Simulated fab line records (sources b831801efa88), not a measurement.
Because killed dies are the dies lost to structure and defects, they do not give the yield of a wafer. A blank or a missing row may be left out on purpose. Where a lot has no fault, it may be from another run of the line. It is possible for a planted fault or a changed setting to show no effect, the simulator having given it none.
fab line records | flow gf180mcu | part 2 of 2: steps 30 to 41 of 41
record lots=5 | wafers=15 | lastDay=34
route steps=602 shown DUAL_GATE@150 POLY_GATE@157 HV_LDD@176
lots untouched by any fault: they come from a run of this same line in which no faults occurred
startH: the number of hours between the record's first day and the start of the first shown wafer of the lot | waitH: time in hours since the lot's previous step | " unchanged from the row above | L1.1+2: a row that stands for several wafers | - no value present, or no start provided | * or withheld: withheld | < > ~ a bound
route shown NAME@n: a module of which the file shows steps, and the number in the route of the first | usual: mean and standard deviation over wafers with no fault | same: alike in all rows | chamber/n: place in a boat | sites: the reading at each site | _std_site: how widely they spread, as a standard deviation | _edge_site: the outer-site mean with the inner-site mean subtracted | radiusMm: for every site, how far away it sits from the centre of the wafer | mask NAME#n: copy n | behind: the most recent tool/chamber to have shaped the wafer | hold: cause of the lot's hold/its duration in hours/its outcome | device: transistor that didn't switch, given as n, p or np | end of line: tests run on the same wafers once the route is complete | a step without rows: its recipe alone | killed: count of dies lost to structure and defects at first sort (not the wafer's yield) | map: shows each die of a wafer: x if killed, . if not, _ if none is there
set.NAME: the setting that was run; set.NAME@STEP: the one run at that earlier step | model.NAME: the simulator's own value behind a step, which no gauge read
lots seen at some steps along the route; tables by step, rows by wafer
services: when a tool's chamber went out of use (startH, in hours from the record's first day, below 0 if earlier), for how many hours, and the reason
## steps
# step GF_HV_LDD_SOFTBAKE_03
# recipe tempC=90 | timeS=60 | resist=NOVOLAK
lot.wafer  | tool          | chamber | startH | waitH
L086.1+2+6 | lithoTrack-03 | 0       | 298.04 | 0.1
L091.1+3+6 | lithoTrack-03 | 0       | 334.94 | 0.1
L093.3+4+6 | lithoTrack-03 | 0       | 349.84 | 0.1
L095.2+3+6 | lithoTrack-03 | 0       | 364.46 | 0.1
L097.1+3+4 | lithoTrack-04 | 0       | 379.45 | 0.1
# step GF_HV_LDD_EXPOSE_04
# recipe maskId=Nplus_LV_AREA | targetCdNm=400 | na=0.6 | sourceShape=conventional | sigmaOuter=0.6 | doseMj=140
# usual reticleTempC=23.01/0.12
lot.wafer | tool            | chamber | startH | waitH | mask            | reticleTempC
L086.1    | ilineStepper-01 | 0       | -      | -     | Nplus_LV_AREA#0 | 22.93
L086.2    | "               | 0       | "      | "     | Nplus_LV_AREA#0 | 22.99
L086.6    | "               | 0       | "      | "     | Nplus_LV_AREA#0 | 23.20
L091.1    | ilineStepper-01 | 0       | -      | -     | Nplus_LV_AREA#0 | 22.87
L091.3    | "               | 0       | "      | "     | Nplus_LV_AREA#0 | 22.85
L091.6    | "               | 0       | "      | "     | Nplus_LV_AREA#0 | 23.00
L093.3    | ilineStepper-01 | 0       | -      | -     | Nplus_LV_AREA#0 | 23.04
L093.4    | "               | 0       | "      | "     | Nplus_LV_AREA#0 | 23.09
L093.6    | "               | 0       | "      | "     | Nplus_LV_AREA#0 | 23.12
L095.2    | ilineStepper-01 | 0       | -      | -     | Nplus_LV_AREA#0 | 23.00
L095.3    | "               | 0       | "      | "     | Nplus_LV_AREA#0 | 23.06
L095.6    | "               | 0       | "      | "     | Nplus_LV_AREA#0 | 23.12
L097.1    | ilineStepper-01 | 0       | -      | -     | Nplus_LV_AREA#0 | 22.95
L097.3    | "               | 0       | "      | "     | Nplus_LV_AREA#0 | 23.05
L097.4    | "               | 0       | "      | "     | Nplus_LV_AREA#0 | 23.07
# step GF_HV_LDD_PEB_05
# recipe tempC=withheld | timeS=* | resist=NOVOLAK
lot.wafer  | tool          | chamber | startH | waitH
L086.1+2+6 | lithoTrack-03 | 0       | -      | -
L091.1+3+6 | lithoTrack-04 | 0       | -      | -
L093.3+4+6 | lithoTrack-01 | 0       | -      | -
L095.2+3+6 | lithoTrack-01 | 0       | -      | -
L097.1+3+4 | lithoTrack-04 | 0       | -      | -
# step GF_HV_LDD_DEVELOP_06
# recipe developTimeS=60 | devTempC=23
lot.wafer  | tool          | chamber | startH | waitH
L086.1+2+6 | lithoTrack-03 | 0       | 307.94 | 0.1
L091.1+3+6 | lithoTrack-04 | 0       | 345.50 | 0.1
L093.3+4+6 | lithoTrack-01 | 0       | 361.05 | 0.1
L095.2+3+6 | lithoTrack-01 | 0       | 375.88 | 0.1
L097.1+3+4 | lithoTrack-04 | 0       | 390.44 | 0.1
# step GF_HV_LDD_CD_MEAS_07
# recipe targetCdNm=400
# usual cdNm=400.0/2
lot.wafer | tool     | chamber | startH | waitH | cdNm
L086.1    | cdSem-02 | -       | 308.09 | 0.1   | 402.9
L086.2    | "        | -       | "      | "     | 403.2
L086.6    | "        | -       | "      | "     | 401.4
L091.1    | cdSem-02 | -       | 345.65 | 0.1   | 399.8
L091.3    | "        | -       | "      | "     | 398.4
L091.6    | "        | -       | "      | "     | 399.8
L093.3    | cdSem-02 | -       | 361.19 | 0.1   | 400.1
L093.4    | "        | -       | "      | "     | 400.4
L093.6    | "        | -       | "      | "     | 399.3
L095.2    | cdSem-01 | -       | 376.02 | 0.1   | 401.2
L095.3    | "        | -       | "      | "     | 398.6
L095.6    | "        | -       | "      | "     | 402.7
L097.1    | cdSem-02 | -       | 390.59 | 0.1   | 399.1
L097.3    | "        | -       | "      | "     | 403.8
L097.4    | "        | -       | "      | "     | 401.0
# step GF_HV_LDD_OVL_MEAS_08
# usual HV_LDD_OVL=-1.1/1.3
lot.wafer | tool       | chamber | startH | waitH | HV_LDD_OVL[nm]
L086.1    | overlay-02 | -       | 308.21 | 0.1   | 2.7
L086.2    | "          | -       | "      | "     | 0.1
L086.6    | "          | -       | "      | "     | 0.0
L091.1    | overlay-02 | -       | 345.77 | 0.1   | 0.3
L091.3    | "          | -       | "      | "     | -1.0
L091.6    | "          | -       | "      | "     | -0.1
L093.3    | overlay-01 | -       | 361.28 | 0.1   | -2.8
L093.4    | "          | -       | "      | "     | -4.5
L093.6    | "          | -       | "      | "     | -2.6
L095.2    | overlay-02 | -       | 376.13 | 0.1   | -1.5
L095.3    | "          | -       | "      | "     | -1.8
L095.6    | "          | -       | "      | "     | -0.9
L097.1    | overlay-01 | -       | 390.71 | 0.1   | -1.0
L097.3    | "          | -       | "      | "     | 0.7
L097.4    | "          | -       | "      | "     | -0.6
# step GF_HV_LDD_IMPLANT_09
# recipe species=As | energyKev=40 | doseCm2=1e+14 | tiltDeg=7
lot.wafer  | tool         | chamber | startH | waitH
L086.1+2+6 | implanter-02 | 0       | 308.24 | 0.0
L091.1+3+6 | implanter-02 | 0       | 345.80 | 0.0
L093.3+4+6 | implanter-04 | 0       | 361.36 | 0.1
L095.2+3+6 | implanter-02 | 0       | 376.18 | 0.0
L097.1+3+4 | implanter-03 | 0       | 390.75 | 0.0
# step GF_HV_LDD_STRIP_10
# recipe chemistry=O2/N2 | powerW=1400 | pressureMtorr=1500 | platenTempC=250 | o2FlowSccm=3000 | n2FlowSccm=300 | overashFraction=0.5
# usual drypumpMotorCurrentA=6.1/0.47 | heaterPowerW=312/24 | oesProductAu=0.715/0.0047 | stripTimeToEndpointS=12.638/0.029
# same overashFraction=0.5
lot.wafer | tool           | chamber | startH | waitH | drypumpMotorCurrentA | heaterPowerW | oesProductAu | rfHoursCounterH | stripTimeToEndpointS
L086.1    | plasmaAsher-03 | 1       | 308.39 | 0.1   | 6.2                  | 320          | 0.713        | 68              | 12.682
L086.2    | "              | 0       | "      | "     | 6.0                  | 359          | 0.702        | 68              | 12.657
L086.6    | "              | 1       | "      | "     | 6.2                  | 323          | 0.713        | -               | 12.658
L091.1    | plasmaAsher-04 | 0       | 345.95 | 0.1   | 5.4                  | 321          | 0.715        | 69              | 12.617
L091.3    | "              | 1       | "      | "     | 5.8                  | 273          | 0.716        | -               | 12.598
L091.6    | "              | 1       | "      | "     | 5.8                  | 276          | 0.717        | -               | 12.642
L093.3    | plasmaAsher-04 | 1       | 361.49 | 0.1   | 5.8                  | 274          | 0.711        | -               | 12.649
L093.4    | "              | 0       | "      | "     | 5.3                  | 323          | 0.720        | -               | 12.685
L093.6    | "              | 0       | "      | "     | 5.3                  | 327          | 0.711        | -               | 12.667
L095.2    | plasmaAsher-01 | 1       | 376.31 | 0.1   | 6.6                  | 303          | 0.727        | 26              | 12.595
L095.3    | "              | 1       | "      | "     | 6.6                  | 291          | 0.718        | -               | 12.579
L095.6    | "              | 0       | "      | "     | 6.7                  | 303          | 0.712        | -               | 12.550
L097.1    | plasmaAsher-01 | 1       | 390.90 | 0.1   | 6.6                  | 294          | 0.711        | 27              | 12.644
L097.3    | "              | 0       | "      | "     | 6.7                  | 317          | 0.717        | -               | 12.641
L097.4    | "              | 1       | "      | "     | 6.6                  | 303          | 0.716        | -               | 12.677
# step GF_HV_LDD_TW_MEAS_11
# usual HV_LDD_TW=2406/26
lot.wafer | tool         | chamber | startH | waitH | HV_LDD_TW
L086.1    | filmMetro-01 | -       | 308.49 | 0.1   | 2350
L086.2    | "            | -       | "      | "     | 2348
L086.6    | "            | -       | "      | "     | 2363
L091.1    | filmMetro-01 | -       | 346.05 | 0.1   | 2377
L091.3    | "            | -       | "      | "     | 2365
L091.6    | "            | -       | "      | "     | 2360
L093.3    | filmMetro-04 | -       | 361.58 | 0.1   | 2431
L093.4    | "            | -       | "      | "     | 2434
L093.6    | "            | -       | "      | "     | 2441
L095.2    | filmMetro-01 | -       | 376.42 | 0.1   | 2350
L095.3    | "            | -       | "      | "     | 2347
L095.6    | "            | -       | "      | "     | 2351
L097.1    | filmMetro-04 | -       | 391.00 | 0.1   | 2434
L097.3    | "            | -       | "      | "     | 2421
L097.4    | "            | -       | "      | "     | 2423
# step GF_HV_LDD_DEHYDRATE_12
# recipe tempC=200 | timeS=60
lot.wafer  | tool          | chamber | startH | waitH
L086.1+2+6 | lithoTrack-03 | 0       | 318.39 | 9.9
L091.1+3+6 | lithoTrack-01 | 0       | 357.15 | 11.1
L093.3+4+6 | lithoTrack-04 | 0       | 372.35 | 10.8
L095.2+3+6 | lithoTrack-04 | 0       | 386.87 | 10.4
L097.1+3+4 | lithoTrack-03 | 0       | 402.09 | 11.1
# step GF_HV_LDD_HMDS_13
# recipe primeTimeS=60 | primeTempC=120
lot.wafer  | tool          | chamber | startH | waitH
L086.1+2+6 | lithoTrack-03 | 0       | 318.54 | 0.1
L091.1+3+6 | lithoTrack-01 | 0       | 357.30 | 0.1
L093.3+4+6 | lithoTrack-04 | 0       | 372.50 | 0.1
L095.2+3+6 | lithoTrack-04 | 0       | 387.02 | 0.1
L097.1+3+4 | lithoTrack-03 | 0       | 402.24 | 0.1
# step GF_HV_LDD_COAT_14
# recipe resist=NOVOLAK | spinRpm=3000 | resistThkNm=1000
# usual dispensePressureKPa=52.6/1.6
lot.wafer | tool          | chamber | startH | waitH | dispensePressureKPa
L086.1    | lithoTrack-03 | 0       | 318.69 | 0.1   | 54.0
L086.2    | "             | 0       | "      | "     | 54.1
L086.6    | "             | 0       | "      | "     | 54.1
L091.1    | lithoTrack-01 | 0       | 357.45 | 0.1   | 50.1
L091.3    | "             | 0       | "      | "     | 50.1
L091.6    | "             | 0       | "      | "     | 50.1
L093.3    | lithoTrack-04 | 0       | 372.65 | 0.1   | 52.7
L093.4    | "             | 0       | "      | "     | 52.7
L093.6    | "             | 0       | "      | "     | 52.7
L095.2    | lithoTrack-04 | 0       | 387.17 | 0.1   | 52.7
L095.3    | "             | 0       | "      | "     | 52.7
L095.6    | "             | 0       | "      | "     | 52.7
L097.1    | lithoTrack-03 | 0       | 402.39 | 0.1   | 54.0
L097.3    | "             | 0       | "      | "     | 54.1
L097.4    | "             | 0       | "      | "     | 54.1
## services
tool            | chamber | startH | hours | kind
rieDiel-02      | 3       | 253.97 | 8.2   | repair
krfScanner-02   | -       | 259.87 | 0.2   | repair
krfScanner-02   | -       | 268.77 | 0.8   | pm
krfScanner-02   | -       | 278.27 | 0.8   | repair
implanter-02    | -       | 281.00 | 4.8   | repair
krfScanner-02   | -       | 281.09 | 0.3   | repair
krfScanner-01   | -       | 285.48 | 1.0   | pm
krfScanner-01   | -       | 288.80 | 1.0   | repair
lpcvd-02        | -       | 290.64 | 0.5   | repair
furnace-02      | -       | 303.17 | 4.4   | pm
plasmaAsher-03  | -       | 303.30 | 2.8   | pm
rieDiel-02      | 0       | 321.79 | 12.3  | repair
krfScanner-02   | -       | 329.38 | 3.6   | pm
plasmaAsher-04  | -       | 334.60 | 2.8   | pm
ilineStepper-01 | -       | 350.77 | 2.1   | pm
rieDiel-02      | 1       | 354.77 | 1.4   | repair
krfScanner-02   | -       | 355.04 | 1.3   | pm
plasmaAsher-02  | -       | 374.21 | 2.8   | pm
krfScanner-02   | -       | 375.44 | 0.5   | repair
krfScanner-02   | -       | 380.54 | 1.0   | pm
ilineStepper-01 | -       | 387.92 | 1.7   | pm
rieSi-02        | -       | 396.43 | 2.8   | pm
furnace-01      | -       | 396.95 | 3.5   | pm
ilineStepper-01 | -       | 397.25 | 6.4   | repair
